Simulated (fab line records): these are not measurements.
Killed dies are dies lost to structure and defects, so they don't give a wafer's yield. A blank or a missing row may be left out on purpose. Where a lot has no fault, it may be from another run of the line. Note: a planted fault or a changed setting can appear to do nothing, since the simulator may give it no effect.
fab line records	flow gf180mcu
[record] lots = 6	wafers = 18	lastDay = 34
route steps=602 shown STI@1
lots that met no fault: taken from a fault-free run of the same line
startH: start of the lot's first displayed wafer, in hours after the record's first day	waitH: hours from the lot's prior step to this one	" unchanged from the row above	L1.1+2: one row covering several wafers at once	- no value present, or no start provided	* or withheld: withheld	< > ~ a bound
route shown NAME@n: a module of which the file shows steps, and the number in the route of the first	usual: the fault-free wafers' mean and standard deviation	same: alike in all rows	chamber/n: place in a boat	sites: readings site by site	_std_site: the standard deviation of these	_edge_site: inner sites' mean taken away from outer sites' mean	radiusMm: how far each site lies from the wafer's centre	mask NAME#n: copy n	behind: tool/chamber where the wafer was last shaped	hold: why the lot was held/for how many hours/how that ended	device: names the non-switching transistor (n, p or np)	end of line: the tests these same wafers got at the end of their route	where a step has no rows: the recipe by itself	killed: dies that structure and defects cost at the first sort, which is not the same as the wafer's yield	map: the dies of a wafer, with x for killed, . for not killed, _ for no die there
set.NAME: setting as actually run; set.NAME@STEP: the setting as run at that earlier step	model.NAME: the simulator's own value behind a step, which no gauge read
certain route steps with their lots: each step a table, each wafer a row
[[steps]]
[step GF_STI_BOW_MEAS_00]
[recipe] mode = bow
[usual] INCOMING_BOW = 0/7
lot.wafer	tool	chamber	startH	waitH	INCOMING_BOW[um]
L225.2	filmMetro-02	-	10.02	-	-10
L225.3	"	-	"	"	8
L225.6	"	-	"	"	18
L228.3	filmMetro-03	-	25.04	-	7
L228.5	"	-	"	"	-1
L228.6	"	-	"	"	-4
L237.1	filmMetro-02	-	70.00	-	-12
L237.2	"	-	"	"	-5
L237.3	"	-	"	"	4
L238.4	filmMetro-02	-	75.06	-	3
L238.5	"	-	"	"	1
L238.6	"	-	"	"	1
L241.1	filmMetro-02	-	90.00	-	0
L241.3	"	-	"	"	2
L241.6	"	-	"	"	-1
L246.2	filmMetro-03	-	115.02	-	-3
L246.4	"	-	"	"	-9
L246.5	"	-	"	"	8
[step GF_STI_OXIDATION_01]
[recipe] tempC = 900	ambient = O2	stabiliseS = 600	purgeS = 300	targetThkA = 100	oxTimeS = 1418
[step GF_STI_THK_MEAS_02]
[recipe] reads = SiO2_of_STI_OXIDATION_01
[usual] STI_OXIDATION_THK = 9.78/0.19
lot.wafer	tool	chamber	startH	waitH	STI_OXIDATION_THK[nm]
L225.2	filmMetro-01	-	11.94	0.0	9.65
L225.3	"	-	"	"	9.89
L225.6	"	-	"	"	9.78
L228.3	filmMetro-03	-	26.53	0.0	9.87
L228.5	"	-	"	"	9.99
L228.6	"	-	"	"	9.73
L237.1	filmMetro-01	-	71.51	0.0	9.85
L237.2	"	-	"	"	9.60
L237.3	"	-	"	"	9.62
L238.4	filmMetro-02	-	76.54	0.0	9.82
L238.5	"	-	"	"	9.69
L238.6	"	-	"	"	10.02
L241.1	filmMetro-01	-	91.51	0.0	9.70
L241.3	"	-	"	"	9.74
L241.6	"	-	"	"	9.81
L246.2	filmMetro-02	-	116.52	0.0	9.61
L246.4	"	-	"	"	9.62
L246.5	"	-	"	"	9.53
[step GF_STI_CVD_03]
[recipe] material = Si3N4	precursor = DCS/NH3	targetThkNm = 207.16	tempC = 770	timeS = 3551	pressureMtorr = 250
[step GF_STI_THK_MEAS_04]
[recipe] reads = Si3N4_of_STI_CVD_03
[usual] STI_CVD_03_THK = 205.9/1.8
lot.wafer	tool	chamber	startH	waitH	STI_CVD_03_THK[nm]
L225.2	filmMetro-01	-	13.99	0.0	208.9
L225.3	"	-	"	"	207.7
L225.6	"	-	"	"	207.2
L228.3	filmMetro-01	-	28.58	0.0	210.6
L228.5	"	-	"	"	209.3
L228.6	"	-	"	"	210.6
L237.1	filmMetro-02	-	73.56	0.0	204.2
L237.2	"	-	"	"	205.9
L237.3	"	-	"	"	206.5
L238.4	filmMetro-01	-	78.59	0.0	205.8
L238.5	"	-	"	"	205.5
L238.6	"	-	"	"	204.9
L241.1	filmMetro-02	-	93.56	0.0	207.3
L241.3	"	-	"	"	207.1
L241.6	"	-	"	"	205.5
L246.2	filmMetro-01	-	118.57	0.0	207.1
L246.4	"	-	"	"	205.7
L246.5	"	-	"	"	207.7
[step GF_STI_DEHYDRATE_05]
[recipe] tempC = 200	timeS = 60
[step GF_STI_HMDS_06]
[recipe] primeTimeS = 60	primeTempC = 120
[step GF_STI_COAT_07]
[recipe] resist = KrF	spinRpm = withheld	resistThkNm = 700
[step GF_STI_SOFTBAKE_08]
[recipe] tempC = 130	timeS = 60	resist = KrF
[step GF_STI_EXPOSE_09]
[recipe] maskId = COMP	targetCdNm = 220	na = 0.68	sourceShape = conventional	sigmaOuter = 0.6	doseMj = 28
[step GF_STI_PEB_10]
[recipe] pebTempC = 135	pebTimeS = 90	resist = KrF
[usual] chillPlateTempC = 23.02/0.11	exhaustPa = 45.0/0.79
lot.wafer	tool	chamber	startH	waitH	chillPlateTempC	exhaustPa
L225.2	lithoTrack-02	0	24.79	-	22.90	44.2
L225.3	"	0	"	"	22.98	45.0
L225.6	"	0	"	"	22.79	45.2
L228.3	lithoTrack-03	0	40.03	-	23.15	44.3
L228.5	"	0	"	"	23.26	44.8
L228.6	"	0	"	"	23.27	44.5
L237.1	lithoTrack-03	-	86.21	-	-	-
L237.2	"	-	"	"	-	-
L237.3	"	-	"	"	-	-
L238.4	lithoTrack-01	-	91.48	-	-	-
L238.5	"	-	"	"	-	-
L238.6	"	-	"	"	-	-
L241.1	lithoTrack-03	0	107.51	-	22.92	45.7
L241.3	"	0	"	"	22.93	46.4
L241.6	"	0	"	"	22.94	47.8
L246.2	lithoTrack-02	0	132.99	-	22.98	44.8
L246.4	"	0	"	"	23.05	46.1
L246.5	"	0	"	"	22.97	44.5
[step GF_STI_DEVELOP_11]
[recipe] developTimeS = 60	devTempC = 21
[[key]]
[firstSign] step = GF_STI_PEB_10	reading = toolRecord	direction = missing
effect none on later readings
metAt GF_STI_PEB_10
struckWafers L237.1,L237.2,L237.3,L238.4,L238.5,L238.6
laterRowsLeftOut L237.1,L237.2,L237.3,L238.4,L238.5,L238.6
sortLeftOut L237.1,L237.2,L237.3,L238.4,L238.5,L238.6
testerLeftOut L237,L238
onsetBetween 40.03 86.21
[fault] kind = skippedStepWhole	tool = lithoTrack-01,lithoTrack-03	chamber = -	onsetH = 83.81	steps = GF_STI_PEB_10	scope = struckLotsOnly
// testerLeftOut: of these lots the tester's yield and bins aren't shown, on N5 and GAA mostly nor the transistor test; their killed dies are dies lost to structure and defects alone, not to doping, threshold or leakage, so they don't give the yield
// sortLeftOut: the simulated sort isn't trusted on such a fault, so these wafers' sort isn't shown, and their yield isn't known
// laterRowsLeftOut: the simulator's readings of these wafers behind a module that went badly wrong aren't trusted and aren't shown, but for the sort
